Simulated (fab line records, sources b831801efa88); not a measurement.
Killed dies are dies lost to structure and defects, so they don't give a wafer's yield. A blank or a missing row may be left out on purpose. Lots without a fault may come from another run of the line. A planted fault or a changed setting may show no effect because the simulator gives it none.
Which tool did it? | flow sky130 | 13 lots, 39 wafers sampled, at 5 steps of a route of 708

WHAT THE GAUGES READ, wafer by wafer
SKY_LDD_P_TW_MEAS_11.
lot  | measured     | on            | LDD_P_TW
L339 | day 19 00:46 | film_metro-02 | 632 630 627
L340 | day 19 08:05 | film_metro-03 | 643 638 639
L341 | day 19 14:10 | film_metro-03 | 643 643 646
L342 | day 20 04:46 | film_metro-04 | 646 642 645
L344 | day 20 23:20 | film_metro-04 | 641 643 642
L346 | day 21 17:03 | film_metro-04 | 646 648 645
L347 | day 22 04:03 | film_metro-03 | 640 638 640
L348 | day 22 08:22 | film_metro-03 | 639 634 638
L349 | day 22 16:55 | film_metro-03 | 636 639 639
L350 | day 23 05:31 | film_metro-04 | 640 640 640
L351 | day 23 13:17 | film_metro-04 | 642 636 635
L355 | day 24 16:02 | film_metro-02 | 629 630 626
L358 | day 25 20:23 | film_metro-02 | 632 628 632

SKY_SD_P_OVL_MEAS_08.
lot  | measured     | on         | SD_P_OVL (nm)
L339 | day 25 11:14 | overlay-01 | 0.8 0.8 0.9
L340 | day 25 15:25 | overlay-01 | -1.1 -1.5 -0.1
L341 | day 25 22:52 | overlay-02 | -1.2 -0.9 -0.3
L342 | day 26 13:19 | overlay-02 | 0.0 0.1 -0.8
L344 | day 27 06:28 | overlay-02 | -1.6 -0.6 -1.7
L346 | day 28 01:50 | overlay-02 | -1.5 -2.4 -1.5
L347 | day 28 08:35 | overlay-01 | 0.3 -0.5 -0.5
L348 | day 28 11:52 | overlay-01 | 2.3 2.1 2.7
L349 | day 28 21:14 | overlay-01 | -53.0 -52.7 -53.1
L350 | day 29 08:19 | overlay-01 | -52.9 -52.5 -53.4
L351 | day 29 16:47 | overlay-02 | -51.4 -52.9 -51.9
L355 | day 30 15:55 | overlay-01 | -1.6 -2.1 -1.3
L358 | day 31 21:19 | overlay-02 | 1.7 0.3 0.6

SKY_SD_N_CD_MEAS_07: target cd 380 nm.
lot  | measured     | on        | cd_nm (nm)
L339 | day 27 20:56 | cd_sem-01 | 383.0 381.5 385.1
L340 | day 28 02:26 | cd_sem-02 | 379.1 380.4 379.3
L341 | day 28 09:00 | cd_sem-01 | 378.6 380.1 380.2
L342 | day 28 22:18 | cd_sem-02 | 376.0 375.7 377.0
L344 | day 29 15:27 | cd_sem-02 | 381.9 382.1 384.4
L346 | day 30 10:19 | cd_sem-01 | 381.5 379.3 376.9
L347 | day 30 16:27 | cd_sem-01 | 381.2 380.6 379.5
L348 | day 30 19:18 | cd_sem-02 | 383.4 382.5 383.6
L349 | day 31 05:28 | cd_sem-01 | 382.0 381.9 381.6
L350 | day 31 15:27 | cd_sem-01 | 380.9 377.8 375.8
L351 | day 32 00:10 | cd_sem-02 | 377.9 376.3 374.6
L355 | day 32 21:54 | cd_sem-01 | 382.3 384.2 382.7
L358 | day 34 01:32 | cd_sem-01 | 384.9 381.7 383.2

WHICH TOOL RAN EACH LOT (tool, then ch and the chambers of the sampled wafers, then the start)
lot  | SKY_LDD_HVP_STRIP_09                 | SKY_SD_P_EXPOSE_04
L339 | plasma_asher-01 ch 0,1, day 21 15:34 | iline_stepper-01 ch 0, day 24 21:00
L340 | plasma_asher-01 ch 0,1, day 21 20:41 | iline_stepper-02 ch 0, day 25 01:45
L341 | plasma_asher-01 ch 1, day 22 03:38   | iline_stepper-01 ch 0, day 25 09:05
L342 | plasma_asher-01 ch 0,1, day 22 17:59 | iline_stepper-01 ch 0, day 25 22:31
L344 | plasma_asher-02 ch 0,1, day 23 11:55 | iline_stepper-02 ch 0, day 26 16:21
L346 | plasma_asher-04 ch 0,1, day 24 05:37 | iline_stepper-02 ch 0, day 27 11:19
L347 | plasma_asher-02 ch 0,1, day 24 15:10 | iline_stepper-02 ch 0, day 27 18:54
L348 | plasma_asher-04 ch 0,1, day 24 19:35 | iline_stepper-01 ch 0, day 27 22:06
L349 | plasma_asher-04 ch 0,1, day 25 04:10 | iline_stepper-02 ch 0, day 28 06:35
L350 | plasma_asher-04 ch 0,1, day 25 16:07 | iline_stepper-02 ch 0, day 28 18:23
L351 | plasma_asher-01 ch 0,1, day 25 23:57 | iline_stepper-02 ch 0, day 29 03:26
L355 | plasma_asher-02 ch 0,1, day 27 01:58 | iline_stepper-01 ch 0, day 30 02:32
L358 | plasma_asher-02 ch 0,1, day 28 06:17 | iline_stepper-01 ch 0, day 31 07:46
- SKY_LDD_HVP_STRIP_09: strips in O2/N2.
- SKY_SD_P_EXPOSE_04: exposes mask PSDM, target cd 380 nm.

WHAT THE TOOLS THEMSELVES READ (means of the sampled wafers that have a number; where no wafer has one, the mark that the record gives instead)
SKY_LDD_HVP_STRIP_09.
lot  | tool            | drypump_motor_current_A (A) | oes_product_au (a.u.) | strip_time_to_endpoint_s (s)
L339 | plasma_asher-01 | 5.6                         | 0.414                 | 4.144
L340 | plasma_asher-01 | 5.6                         | 0.409                 | 4.135
L341 | plasma_asher-01 | 6.2                         | 0.408                 | 4.137
L342 | plasma_asher-01 | 5.9                         | 0.402                 | 4.128
L344 | plasma_asher-02 | 5.8                         | 0.407                 | 4.133
L346 | plasma_asher-04 | 5.1                         | 0.409                 | 4.137
L347 | plasma_asher-02 | 5.5                         | 0.411                 | 4.146
L348 | plasma_asher-04 | 5.1                         | 0.408                 | 4.142
L349 | plasma_asher-04 | 5.1                         | 0.410                 | 4.121
L350 | plasma_asher-04 | 5.2                         | 0.406                 | 4.120
L351 | plasma_asher-01 | 5.9                         | 0.403                 | 4.131
L355 | plasma_asher-02 | 5.8                         | 0.405                 | 4.112
L358 | plasma_asher-02 | 5.9                         | 0.413                 | 4.145

THE ANSWER, worked out from the rows above alone
Rule: what is usual is taken from the lots themselves. Put in order of their means at a reading, lots are off if they are a third of the lots or fewer, leave a main group of 4 or more, and stand apart from it by a gap of 3 or more times the standard deviation of the main group's means; of several such gaps the widest counts. A main group whose means are all the same, to the digits that the tables above print for the reading, isn't used. A lot without any number at a reading at which 4 lots or more have one is off too. The other lots that the step has rows for count as sound. The gauges are gone through in route order, then the tools' own readings, and for those a lot's mean is taken as printed above. The first step at which some lot is off is used, and at that step the reading that is off furthest; a lot without a number counts as furthest.
Off: L349, L350, L351, at SKY_SD_P_OVL_MEAS_08 (SD_P_OVL). The main group: mean -0.3 nm, standard deviation 1.2.
A tool fits if, at a process step before that reading, it ran every lot that is off, and no sound lot after the first of them. The gauges at SKY_SD_P_OVL_MEAS_08 are tried like those tools. One fits: iline_stepper-02 at SKY_SD_P_EXPOSE_04. Its last sound lot is L347 (day 27 18:54), its first lot that is off L349 (day 28 06:35): a fault that began between those two fits.

WHAT THE SIMULATOR HAD PUT IN
Scanner matching overlay: iline_stepper-02, from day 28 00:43 on, at SKY_SD_P_EXPOSE_04. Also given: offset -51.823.
Lots struck among those shown: L349, L350, L351. The rule above found the same.
